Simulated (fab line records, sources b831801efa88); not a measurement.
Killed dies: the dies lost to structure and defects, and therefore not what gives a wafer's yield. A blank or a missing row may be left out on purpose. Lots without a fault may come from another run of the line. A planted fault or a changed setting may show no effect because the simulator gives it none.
Which tool did it?	flow gf180mcu	19 wafers sampled from 7 lots at 1 step of a route of 602

== WHAT THE GAUGES SHOWED, per wafer ==
GF_VT_IMPLANT_OVL_MEAS_40.
lot	measured	on	VT_IMPLANT_03_OVL (nm)
L352	day 8 10:01	overlay-02	1.2 1.6 0.7
L354	day 8 21:56	overlay-01	-1.4 -2.1 -1.4
L357	day 9 21:37	overlay-01	2.8 1.0
L360	day 10 19:22	overlay-02	-1.7 0.6
L364	day 11 20:40	overlay-01	1.8 1.6 0.4
L368	day 12 22:07	overlay-01	3.4 2.6 2.5
L371	day 13 17:19	overlay-01	3.6 1.8 1.9

== WHAT TOOL EACH LOT RAN ON (gives the tool, then ch and the chambers of the sampled wafers, and finally the start) ==
The record holds no process step before these readings.

== THE ANSWER, worked out from the rows above alone ==
Rule: what is usual is taken from the lots themselves. The widest of any qualifying gaps counts: lots, ordered by their means at a reading, are off when they make up no more than a third of the lots, leave a main group of 4 or more, and stand apart from it by 3 or more times the standard deviation of that group's means. A main group is skipped when, at the precision printed for the reading in the tables above, its means are all equal. A lot without any number at a reading at which 4 lots or more have one is off too. Any other lot the step has rows for is counted as sound.
None of the lots is off at any reading shown; this tells nothing.

== WHAT THE SIMULATOR HAD INSERTED ==
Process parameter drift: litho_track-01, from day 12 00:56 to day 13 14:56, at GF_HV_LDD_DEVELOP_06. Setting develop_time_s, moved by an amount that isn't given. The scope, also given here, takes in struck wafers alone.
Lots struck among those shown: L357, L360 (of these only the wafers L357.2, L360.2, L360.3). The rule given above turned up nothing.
